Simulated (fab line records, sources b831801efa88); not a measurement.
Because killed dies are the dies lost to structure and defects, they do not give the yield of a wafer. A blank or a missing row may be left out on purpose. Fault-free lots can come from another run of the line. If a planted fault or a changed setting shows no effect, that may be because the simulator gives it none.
What tool caused it? :: flow sky130 :: 13 lots, 39 wafers sampled, at 5 steps of a route of 708

WHAT THE GAUGES SHOWED, per wafer
SKY_FIELD_ISO_BOW_MEAS_00.
lot: L612
measured: day 1 10:00
on: filmMetro-04
INCOMING_BOW (um): 2 4 6

lot: L613
measured: day 1 15:02
on: filmMetro-02
INCOMING_BOW (um): 4 8 -13

lot: L614
measured: day 1 20:01
on: filmMetro-04
INCOMING_BOW (um): -1 -2 11

lot: L615
measured: day 2 01:00
on: filmMetro-02
INCOMING_BOW (um): -9 4 -13

lot: L617
measured: day 2 11:00
on: filmMetro-02
INCOMING_BOW (um): 2 1 8

lot: L620
measured: day 3 02:00
on: filmMetro-01
INCOMING_BOW (um): -2 12 4

lot: L622
measured: day 3 12:00
on: filmMetro-04
INCOMING_BOW (um): 3 2 7

lot: L623
measured: day 3 17:01
on: filmMetro-02
INCOMING_BOW (um): -7 -5 0

lot: L628
measured: day 4 18:01
on: filmMetro-01
INCOMING_BOW (um): -9 2 4

lot: L629
measured: day 4 23:00
on: filmMetro-04
INCOMING_BOW (um): 2 -1 2

lot: L630
measured: day 5 04:02
on: filmMetro-04
INCOMING_BOW (um): -1 -3 -17

lot: L632
measured: day 5 14:00
on: filmMetro-04
INCOMING_BOW (um): 0 8 -10

lot: L634
measured: day 6 00:00
on: filmMetro-04
INCOMING_BOW (um): -5 2 -5

SKY_NWELL_OVL_MEAS_23.
lot: L612
measured: day 5 13:13
on: overlay-02
NWELL_01_OVL (nm): 2.5 3.0 -0.1

lot: L613
measured: day 5 18:07
on: overlay-01
NWELL_01_OVL (nm): 0.4 1.5 2.3

lot: L614
measured: day 6 00:34
on: overlay-02
NWELL_01_OVL (nm): -0.1 2.8 0.1

lot: L615
measured: day 6 08:01
on: overlay-02
NWELL_01_OVL (nm): -0.6 0.0 0.6

lot: L617
measured: day 6 15:49
on: overlay-02
NWELL_01_OVL (nm): -92.5 -92.5 -93.3

lot: L620
measured: day 7 13:54
on: overlay-01
NWELL_01_OVL (nm): -94.7 -96.0 -95.8

lot: L622
measured: day 7 22:01
on: overlay-02
NWELL_01_OVL (nm): -92.7 -96.1 -94.4

lot: L623
measured: day 8 00:33
on: overlay-02
NWELL_01_OVL (nm): -91.2 -91.6 -90.5

lot: L628
measured: day 9 10:16
on: overlay-01
NWELL_01_OVL (nm): -0.9 0.7 0.5

lot: L629
measured: day 9 23:40
on: overlay-02
NWELL_01_OVL (nm): 3.3 1.8 1.2

lot: L630
measured: day 9 22:55
on: overlay-01
NWELL_01_OVL (nm): -3.9 -1.0 -1.1

lot: L632
measured: day 10 11:28
on: overlay-02
NWELL_01_OVL (nm): 1.4 -0.9 -1.3

lot: L634
measured: day 11 00:10
on: overlay-02
NWELL_01_OVL (nm): -0.9 -0.7 -1.1

SKY_NWELL_RS_MEAS_31: uses a four-point probe to measure.
lot: L612
measured: day 5 13:57
on: filmMetro-02
PWDE_RS (ohm/sq): 5263 5281 5274

lot: L613
measured: day 5 18:53
on: filmMetro-01
PWDE_RS (ohm/sq): 5247 5268 5273

lot: L614
measured: day 6 01:19
on: filmMetro-02
PWDE_RS (ohm/sq): 5226 5251 5259

lot: L615
measured: day 6 08:45
on: filmMetro-02
PWDE_RS (ohm/sq): 5261 5254 5270

lot: L617
measured: day 6 16:33
on: filmMetro-02
PWDE_RS (ohm/sq): 5299 5296 5274

lot: L620
measured: day 7 14:38
on: filmMetro-02
PWDE_RS (ohm/sq): 5294 5297 5275

lot: L622
measured: day 7 22:45
on: filmMetro-02
PWDE_RS (ohm/sq): 5294 5295 5288

lot: L623
measured: day 8 01:18
on: filmMetro-02
PWDE_RS (ohm/sq): 5268 5276 5275

lot: L628
measured: day 9 11:01
on: filmMetro-02
PWDE_RS (ohm/sq): 5254 5265 5256

lot: L629
measured: day 10 00:24
on: filmMetro-02
PWDE_RS (ohm/sq): 5257 5260 5268

lot: L630
measured: day 9 23:41
on: filmMetro-02
PWDE_RS (ohm/sq): 5270 5260 5246

lot: L632
measured: day 10 12:16
on: filmMetro-03
PWDE_RS (ohm/sq): 5300 5269 5276

lot: L634
measured: day 11 00:54
on: filmMetro-02
PWDE_RS (ohm/sq): 5261 5243 5246

SKY_VT_ADJUST_HVTR_CD_MEAS_07: target cd 380 nm.
lot: L612
measured: day 9 17:54
on: cdSem-02
cdNm (nm): 383.6 381.1 382.2

lot: L613
measured: day 9 22:53
on: cdSem-02
cdNm (nm): 378.9 379.0 380.1

lot: L614
measured: day 10 06:58
on: cdSem-02
cdNm (nm): 381.5 381.1 384.8

lot: L615
measured: day 10 16:49
on: cdSem-01
cdNm (nm): 383.6 382.6 384.1

lot: L617
measured: day 11 02:22
on: cdSem-02
cdNm (nm): 377.2 376.4 378.4

lot: L620
measured: day 12 04:36
on: cdSem-01
cdNm (nm): 383.1 381.3 385.1

lot: L622
measured: day 12 16:14
on: cdSem-02
cdNm (nm): 376.5 376.2 377.3

lot: L623
measured: day 12 18:53
on: cdSem-02
cdNm (nm): 378.2 378.5 381.4

lot: L628
measured: day 14 09:49
on: cdSem-01
cdNm (nm): 380.2 380.0 378.9

lot: L629
measured: day 15 03:42
on: cdSem-02
cdNm (nm): 378.7 378.9 380.6

lot: L630
measured: day 15 03:00
on: cdSem-02
cdNm (nm): 380.8 379.2 379.8

lot: L632
measured: day 15 18:10
on: cdSem-02
cdNm (nm): 381.7 381.7 382.9

lot: L634
measured: day 16 09:06
on: cdSem-01
cdNm (nm): 388.2 387.2 386.9

TOOL THAT RAN EACH LOT (tool first, then ch and the chambers of the sampled wafers, then the start)
lot: L612
SKY_NWELL_EXPOSE_20: ilineStepper-02 ch 0, day 5 04:02

lot: L613
SKY_NWELL_EXPOSE_20: ilineStepper-01 ch 0, day 5 08:43

lot: L614
SKY_NWELL_EXPOSE_20: ilineStepper-02 ch 0, day 5 15:29

lot: L615
SKY_NWELL_EXPOSE_20: ilineStepper-02 ch 0, day 5 23:37

lot: L617
SKY_NWELL_EXPOSE_20: ilineStepper-01 ch 0, day 6 06:43

lot: L620
SKY_NWELL_EXPOSE_20: ilineStepper-01 ch 0, day 7 04:02

lot: L622
SKY_NWELL_EXPOSE_20: ilineStepper-01 ch 0, day 7 12:26

lot: L623
SKY_NWELL_EXPOSE_20: ilineStepper-01 ch 0, day 7 15:08

lot: L628
SKY_NWELL_EXPOSE_20: ilineStepper-02 ch 0, day 8 23:24

lot: L629
SKY_NWELL_EXPOSE_20: ilineStepper-02 ch 0, day 9 13:10

lot: L630
SKY_NWELL_EXPOSE_20: ilineStepper-02 ch 0, day 9 12:12

lot: L632
SKY_NWELL_EXPOSE_20: ilineStepper-02 ch 0, day 10 00:55

lot: L634
SKY_NWELL_EXPOSE_20: ilineStepper-02 ch 0, day 10 13:00
- SKY_NWELL_EXPOSE_20: exposes mask NWM COMPLEMENT, target cd 840 nm.

AS READ BY THE TOOLS THEMSELVES (means over the sampled wafers that have a number; for cases with no such wafer, the mark the record gives instead)
SKY_NWELL_EXPOSE_20.
lot: L612
tool: ilineStepper-02
reticleTempC (C): 23.04

lot: L613
tool: ilineStepper-01
reticleTempC (C): 23.01

lot: L614
tool: ilineStepper-02
reticleTempC (C): 22.88

lot: L615
tool: ilineStepper-02
reticleTempC (C): 22.90

lot: L617
tool: ilineStepper-01
reticleTempC (C): 22.97

lot: L620
tool: ilineStepper-01
reticleTempC (C): 22.92

lot: L622
tool: ilineStepper-01
reticleTempC (C): 23.00

lot: L623
tool: ilineStepper-01
reticleTempC (C): 22.88

lot: L628
tool: ilineStepper-02
reticleTempC (C): 23.07

lot: L629
tool: ilineStepper-02
reticleTempC (C): 22.98

lot: L630
tool: ilineStepper-02
reticleTempC (C): 22.94

lot: L632
tool: ilineStepper-02
reticleTempC (C): 22.97

lot: L634
tool: ilineStepper-02
reticleTempC (C): 23.07

THE ANSWER, worked out from the rows above alone
Rule: the usual values come from the lots themselves. The widest of any qualifying gaps counts: lots, ordered by their means at a reading, are off when they make up no more than a third of the lots, leave a main group of 4 or more, and stand apart from it by 3 or more times the standard deviation of that group's means. Not used: any main group whose means are identical at the precision the tables above print for the reading. Also off: a lot with no number at a reading for which 4 or more lots have one. All remaining lots with rows at the step are treated as sound. Order of review: gauges by route order, followed by the tools' own readings, for which a lot's mean as printed above is used. At the first step where some lot is off, the reading lying furthest off is the one used; lots without a number count as furthest.
Off: L617, L620, L622, L623, at SKY_NWELL_OVL_MEAS_23 (NWELL_01_OVL). Mean 0.4 nm and standard deviation 1.3 in the main group.
If a tool, at a process step before that reading, ran all the lots that are off and no sound lot after the first of them, it fits. The gauges at SKY_NWELL_OVL_MEAS_23 are tried like those tools. One fits: SKY_NWELL_EXPOSE_20 on ilineStepper-01. A fault onset in the window from L613 (day 5 08:43, its last sound lot) to L617 (day 6 06:43, its first lot off) fits.

WHAT HAD BEEN PUT IN BY THE SIMULATOR
Scanner matching overlay: ilineStepper-01, from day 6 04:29 on, at SKY_NWELL_EXPOSE_20. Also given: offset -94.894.
Shown lots that were struck: L617, L620, L622, L623. The rule above found the same.
